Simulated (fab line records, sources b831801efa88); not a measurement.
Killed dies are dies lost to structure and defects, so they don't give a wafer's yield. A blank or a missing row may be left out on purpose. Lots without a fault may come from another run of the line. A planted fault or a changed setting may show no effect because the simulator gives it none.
fab line records | flow sfq_line
record lots=14 wafers=42 last_day=84
route steps=325 shown L0V@26 I4@174 JJ@180 M5@206
lots that met no fault: from a run of the same line without faults
start_h: hours from the record's first day to the start of the lot's first wafer shown | wait_h: hours since the lot's step before | " the same as in the row above | L1.1+2: a row that stands for several wafers | - no value, or no start given | * or withheld: withheld | < > ~ a bound
route shown NAME@n: a module of which the file shows steps, and the number in the route of the first | usual: mean/standard deviation of fault-free wafers | same: alike in all rows | chamber/n: place in a boat | sites: the reading at each site | _std_site: their standard deviation | _edge_site: outer sites' mean less inner sites' | radius_mm: how far each site lies from the wafer's centre | mask NAME#n: copy n | behind: the tool/chamber that last shaped the wafer | hold: why the lot was held/for how many hours/how that ended | device: the transistor (n, p or np) that didn't switch | end of line: the same wafers' tests at the end of the route | a step without rows: its recipe alone | killed: dies lost to structure and defects at the first sort, not the wafer's yield | map: a wafer's dies, x killed, . not, _ none there
set.NAME: the setting as run; set.NAME@STEP: as run at that earlier step | model.NAME: the simulator's own value behind a step, which no gauge read
steps of the route over a sample of lots; a table a step, a row a wafer
services: from which hour (start_h, from the record's first day; less than 0 if before it) a tool's chamber was out of use, for how many hours, and why
## steps
# step SFQ_TRILAYER_L0_VIA_STRIP_STRIP_017
# recipe gas=O2 power_w=200 platen_temp_c=40 overash_fraction=0.65 chemistry=O2 pressure_mtorr=50
# usual chamber_pressure_mTorr=50.00/0.047 drypump_motor_current_A=5.67/0.29 he_backside_leak_sccm=3.48/0.23 oes_product_au=1.002/0.0079
# columns lot.wafer tool chamber start_h wait_h chamber_pressure_mTorr drypump_motor_current_A he_backside_leak_sccm oes_product_au rf_hours_counter_h
L500.2 rie_metal-04 0 106.54 - 49.96 6.10 3.37 1.005 2
L500.5 " 0 " " 50.03 6.13 3.25 1.009 -
L500.6 " 1 " " 50.04 5.67 3.45 1.004 -
L501.1 rie_metal-01 0 112.54 - 50.05 5.91 3.51 1.000 156
L501.2 " 0 " " 50.08 5.92 3.50 0.999 -
L501.4 " 0 " " 50.03 5.91 3.78 1.016 -
L502.1 rie_metal-01 0 117.34 - 49.97 5.91 3.77 0.997 158
L502.2 " 1 " " 50.04 5.47 3.40 0.995 116
L502.5 " 1 " " 50.02 5.47 3.35 0.984 -
L503.2 rie_metal-03 1 123.36 - 50.06 5.29 3.37 1.005 44
L503.3 " 0 " " 49.98 5.50 3.84 1.001 -
L503.4 " 1 " " 49.96 5.28 3.33 1.006 -
L504.4 rie_metal-03 1 128.34 - 49.99 5.28 3.20 1.013 -
L504.5 " 0 " " 49.97 5.50 3.93 1.001 -
L504.6 " 1 " " 50.00 5.29 3.18 1.016 -
L505.2 rie_metal-04 1 130.64 - 49.98 5.62 3.44 1.005 181
L505.4 " 0 " " 50.02 6.13 3.34 0.995 -
L505.5 " 0 " " 50.03 6.13 3.27 1.011 -
L513.1 rie_metal-04 1 176.04 - 59.93 5.62 3.45 0.999 190
L513.2 " 0 " " 59.99 6.12 3.17 1.004 15
L513.6 " 0 " " 60.05 6.12 3.25 1.002 -
L514.1 rie_metal-03 1 185.66 - 50.01 5.29 3.33 1.001 56
L514.2 " 0 " " 49.97 5.50 4.01 1.005 128
L514.4 " 1 " " 49.94 5.28 3.29 1.015 -
L515.3 rie_metal-04 0 193.08 - 59.95 6.13 3.26 0.995 -
L515.4 " 1 " " 60.04 5.69 3.45 0.998 -
L515.6 " 0 " " 60.03 6.14 3.33 0.997 -
L516.1 rie_metal-03 1 195.26 - 49.98 5.27 3.41 1.007 58
L516.3 " 1 " " 49.90 5.32 3.29 1.006 -
L516.5 " 0 " " 49.94 5.50 3.84 1.000 -
L518.3 rie_metal-01 0 209.86 - 50.01 5.91 3.33 0.999 -
L518.4 " 1 " " 50.09 5.49 3.32 0.998 -
L518.6 " 1 " " 50.06 5.48 3.46 0.995 -
L519.4 rie_metal-03 0 214.66 - 50.07 5.50 3.92 1.006 -
L519.5 " 0 " " 49.96 5.51 3.87 0.997 -
L519.6 " 1 " " 50.02 5.30 3.30 1.003 -
L520.1 rie_metal-03 1 222.86 - 49.98 5.27 3.23 1.010 62
L520.5 " 0 " " 49.90 5.51 3.81 1.006 -
L520.6 " 1 " " 49.96 5.28 3.20 1.009 -
L521.2 rie_metal-01 1 230.06 - 50.00 5.47 3.23 0.993 135
L521.4 " 1 " " 50.06 5.47 3.38 0.986 -
L521.5 " 1 " " 50.06 5.47 3.36 0.984 -
# step SFQ_TRILAYER_I4_VIA_BARC_OPEN_VIA_ETCH_146
# recipe mask_material=PR chemistry=O2 target_depth_nm=125 target=BARC source_w=500 bias_w=77.72 pressure_mtorr=30 time_s=41.7
# usual bias_w=77.75/0.24 drypump_motor_current_A=5.67/0.24 oes_product_au=0.687/0.0046
# columns lot.wafer tool chamber start_h wait_h bias_w drypump_motor_current_A oes_product_au rf_hours_counter_h
L500.2 rie_diel-01 1 863.81 0.0 77.95 5.01 0.693 7
L500.5 " 0 " " 77.98 6.08 0.688 -
L500.6 " 1 " " 77.91 5.02 0.687 -
L501.1 rie_diel-03 0 875.35 0.0 77.93 5.43 0.676 4
L501.2 " 1 " " 77.79 5.62 0.684 4
L501.4 " 3 " " 77.84 5.80 0.694 15
L502.1 rie_diel-03 1 883.75 0.0 78.13 5.65 0.690 4
L502.2 " 0 " " 77.89 5.43 0.689 4
L502.5 " 2 " " 77.44 5.77 0.685 -
L503.2 rie_diel-04 1 890.95 0.0 77.55 5.34 0.691 1
L503.3 " 3 " " 77.79 5.80 0.686 4
L503.4 " 2 " " 77.54 5.76 0.687 9
L504.4 rie_diel-03 2 896.95 0.0 77.80 5.77 0.687 4
L504.5 " 3 " " 77.72 5.83 0.684 -
L504.6 " 2 " " 78.10 5.78 0.688 -
L505.2 rie_diel-01 0 901.75 0.0 78.13 6.06 0.692 12
L505.4 " 1 " " 77.83 5.06 0.692 8
L505.5 " 2 " " 77.72 5.80 0.691 -
L513.1 rie_diel-04 2 995.49 0.0 77.55 5.77 0.694 11
L513.2 " 0 " " 78.11 5.69 0.693 4
L513.6 " 2 " " 77.71 5.79 0.687 -
L514.1 rie_diel-03 3 1005.09 0.0 77.54 5.82 0.688 17
L514.2 " 2 " " 77.47 5.75 0.681 7
L514.4 " 0 " " 78.13 5.44 0.683 7
L515.3 rie_diel-03 1 1044.64 0.0 77.43 5.64 0.689 8
L515.4 " 0 " " 77.90 5.42 0.687 7
L515.6 " 1 " " 77.45 5.59 0.684 -
L516.1 rie_diel-03 0 1190.18 0.0 77.83 5.43 0.681 9
L516.3 " 1 " " 77.57 5.62 0.680 10
L516.5 " 1 " " 77.41 5.64 0.688 -
L518.3 rie_diel-03 0 1208.18 0.0 77.65 5.46 0.688 9
L518.4 " 2 " " 77.81 5.75 0.691 10
L518.6 " 1 " " 77.63 5.61 0.697 -
L519.4 rie_diel-01 0 1216.73 0.0 78.14 6.07 0.683 -
L519.5 " 2 " " 77.92 5.80 0.685 -
L519.6 " 1 " " 78.28 5.07 0.685 -
L520.1 rie_diel-03 2 1238.56 0.0 77.63 5.76 0.682 11
L520.5 " 1 " " 78.00 5.64 0.695 -
L520.6 " 0 " " 77.76 5.43 0.688 -
L521.2 rie_diel-01 3 1248.16 0.0 77.50 5.90 0.689 17
L521.4 " 2 " " 77.78 5.80 0.690 21
L521.5 " 1 " " 77.74 5.04 0.695 -
# step SFQ_TRILAYER_JJ_TRILAYER_DEP_SPUTTER_110
# recipe material=Al base_pressure_pa=1.33e-06 target_thk_nm=8 power_w=500 time_s=10 chamber_pressure_pa=0.4
# usual base_pressure_pa=1.32e-06/7.9e-08 throttle_valve_pct=30.5/0.97
# columns lot.wafer tool chamber start_h wait_h base_pressure_pa throttle_valve_pct
L500.2 pvd_sputter-03 - 864.84 0.0 1.19e-06 31.4
L500.5 " - " " 1.33e-06 31.5
L500.6 " - " " 1.41e-06 29.6
L501.1 pvd_sputter-03 - 876.38 0.0 1.37e-06 30.5
L501.2 " - " " 1.3e-06 31.5
L501.4 " - " " 1.4e-06 30.4
L502.1 pvd_sputter-06 - 884.78 0.0 1.32e-06 32.2
L502.2 " - " " 1.27e-06 30.8
L502.5 " - " " 1.31e-06 29.2
L503.2 pvd_sputter-05 - 891.98 0.0 1.33e-06 30.1
L503.3 " - " " 1.28e-06 29.6
L503.4 " - " " 1.3e-06 31.8
L504.4 pvd_sputter-06 - 898.00 0.0 1.26e-06 30.6
L504.5 " - " " 1.36e-06 32.2
L504.6 " - " " 1.49e-06 29.9
L505.2 pvd_sputter-06 - 902.80 0.0 1.34e-06 30.7
L505.4 " - " " 1.43e-06 28.8
L505.5 " - " " 1.27e-06 31.0
L513.1 pvd_sputter-06 - 996.52 0.0 1.31e-06 28.7
L513.2 " - " " 1.35e-06 30.8
L513.6 " - " " 1.36e-06 29.0
L514.1 pvd_sputter-06 - 1006.73 0.0 1.17e-06 32.7
L514.2 " - " " 1.28e-06 28.9
L514.4 " - " " 1.27e-06 30.7
L515.3 pvd_sputter-03 - 1045.67 0.0 1.32e-06 29.7
L515.4 " - " " 1.29e-06 30.6
L515.6 " - " " 1.33e-06 31.7
L516.1 pvd_sputter-06 - 1191.21 0.0 1.25e-06 29.1
L516.3 " - " " 1.39e-06 30.8
L516.5 " - " " 1.38e-06 32.4
L518.3 pvd_sputter-03 - 1209.23 0.0 1.51e-06 30.7
L518.4 " - " " 1.39e-06 30.9
L518.6 " - " " 1.23e-06 29.7
L519.4 pvd_sputter-06 - 1218.34 0.0 1.32e-06 29.1
L519.5 " - " " 1.28e-06 32.2
L519.6 " - " " 1.35e-06 30.7
L520.1 pvd_sputter-03 - 1239.59 0.0 1.38e-06 30.3
L520.5 " - " " 1.22e-06 31.3
L520.6 " - " " 1.37e-06 30.7
L521.2 pvd_sputter-06 - 1249.96 0.0 1.18e-06 30.0
L521.4 " - " " 1.29e-06 29.1
L521.5 " - " " 1.42e-06 30.5
# step SFQ_TRILAYER_M5_ETCH_METAL_ETCH_126
# recipe target=Nb stop_on=SiO2 mask_material=PR over_etch_frac=0.15 time_s=203.2 chemistry=Cl2/BCl3 target_depth_nm=265 icp_w=600 bias_w=80 pressure_mtorr=10
# usual bias_w=80.08/0.25 drypump_motor_current_A=5.66/0.3 he_backside_leak_sccm=3.36/0.13 oes_product_au=0.729/0.0056
# columns lot.wafer tool chamber start_h wait_h bias_w drypump_motor_current_A he_backside_leak_sccm oes_product_au rf_hours_counter_h
L500.2 rie_metal-01 1 1112.12 0.0 79.96 5.46 3.33 0.729 104
L500.5 " 0 " " 79.93 5.92 3.54 0.736 -
L500.6 " 1 " " 80.20 5.48 3.42 0.720 -
L501.1 rie_metal-04 0 1131.32 0.0 80.13 6.12 3.27 0.730 9
L501.2 " 1 " " 80.26 5.63 3.40 0.731 162
L501.4 " 1 " " 80.11 5.64 3.42 0.732 -
L502.1 rie_metal-01 0 1145.72 0.0 80.15 5.92 3.51 0.740 147
L502.2 " 1 " " 80.02 5.46 3.46 0.735 108
L502.5 " 1 " " 80.20 5.45 3.42 0.727 -
L503.2 rie_metal-03 1 1160.12 0.0 79.97 5.26 3.32 0.726 49
L503.3 " 1 " " 80.28 5.27 3.39 0.730 -
L503.4 " 0 " " 79.99 5.50 3.30 0.735 -
L504.4 rie_metal-03 1 1167.38 0.1 79.74 5.32 3.60 0.721 -
L504.5 " 0 " " 80.18 5.49 3.18 0.727 -
L504.6 " 1 " " 79.93 5.27 3.56 0.726 -
L505.2 rie_metal-01 0 1172.12 0.0 80.63 5.92 3.57 0.733 150
L505.4 " 0 " " 80.43 5.92 3.64 0.736 -
L505.5 " 0 " " 80.28 5.91 3.60 0.722 -
L513.1 rie_metal-01 1 1283.52 0.0 79.53 5.47 3.58 0.729 125
L513.2 " 0 " " 80.35 5.91 3.40 0.722 1
L513.6 " 1 " " 79.91 5.48 3.49 0.726 -
L514.1 rie_metal-03 1 1284.84 0.0 80.32 5.32 3.21 0.739 63
L514.2 " 0 " " 80.62 5.51 3.11 0.736 127
L514.4 " 1 " " 80.05 5.29 3.20 0.741 -
L515.3 rie_metal-01 1 1286.11 0.1 80.31 5.46 3.49 0.721 -
L515.4 " 0 " " 80.30 5.91 3.50 0.719 -
L515.6 " 0 " " 79.89 5.89 3.79 0.721 -
L516.1 rie_metal-04 1 1344.89 0.0 80.09 5.66 3.27 0.731 11
L516.3 " 1 " " 79.91 5.67 3.31 0.724 -
L516.5 " 1 " " 79.67 5.65 3.24 0.732 -
L518.3 rie_metal-04 1 1364.19 0.1 79.91 5.66 3.23 0.728 -
L518.4 " 0 " " 80.29 6.11 3.30 0.729 -
L518.6 " 1 " " 80.46 5.65 3.32 0.735 -
L519.4 rie_metal-03 0 1385.80 0.1 79.78 5.51 3.23 0.728 -
L519.5 " 0 " " 80.06 5.50 3.22 0.730 -
L519.6 " 1 " " 80.44 5.26 3.33 0.731 -
L520.1 rie_metal-04 1 1386.94 0.0 79.82 5.66 3.36 0.723 19
L520.5 " 1 " " 79.90 5.64 3.32 0.728 -
L520.6 " 0 " " 80.30 6.12 3.50 0.727 -
L521.2 rie_metal-04 0 1390.09 0.0 80.24 6.12 3.44 0.720 40
L521.4 " 0 " " 80.13 6.11 3.43 0.726 -
L521.5 " 0 " " 79.92 6.15 3.38 0.736 -
## services
# columns tool chamber start_h hours kind
rie_metal-04 - 101.61 0.8 repair
rie_metal-01 - 104.09 5.0 repair
rie_metal-01 1 110.05 3.4 repair
rie_metal-04 - 113.24 1.4 pm
rie_metal-01 - 165.25 2.8 pm
rie_metal-03 0 176.64 8.9 repair
rie_metal-01 1 193.21 11.8 repair
rie_metal-03 - 199.59 1.2 repair
rie_metal-03 - 227.05 0.3 repair
rie_metal-03 0 259.94 22.7 repair
rie_metal-03 - 276.41 28.1 pm
rie_metal-03 - 324.33 2.8 pm
rie_metal-01 - 346.75 1.1 repair
rie_metal-04 - 357.87 6.5 repair
rie_metal-03 0 359.94 11.6 repair
rie_metal-01 - 415.52 14.6 pm
rie_metal-01 1 511.03 7.9 repair
rie_metal-04 - 552.34 2.8 pm
rie_metal-03 1 554.65 3.9 repair
rie_metal-01 1 602.00 9.6 repair
rie_metal-01 1 622.33 3.8 repair
rie_metal-03 - 858.02 0.4 repair
rie_metal-03 0 858.34 4.4 repair
rie_metal-03 - 1230.41 1.4 pm
## key
first_sign step=SFQ_TRILAYER_L0_VIA_STRIP_STRIP_017 reading=chamber_pressure_mTorr direction=up sigmas=99+ usual=50.00 struck=60.00
effect none on later readings
met_at SFQ_TRILAYER_L0_VIA_STRIP_STRIP_017
struck_lots L513,L515
not_acting_at SFQ_TRILAYER_I4_VIA_BARC_OPEN_VIA_ETCH_146,SFQ_TRILAYER_JJ_TRILAYER_DEP_SPUTTER_110,SFQ_TRILAYER_M5_ETCH_METAL_ETCH_126
onset_between 130.64 176.04
fault kind=process_parameter_drift tool=rie_metal-04 chamber=- onset_h=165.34 steps=SFQ_TRILAYER_L0_VIA_STRIP_STRIP_017 channel=pressure_mtorr offset=10 shape=step end_h=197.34 acts_in=these_recipes_only stated=50
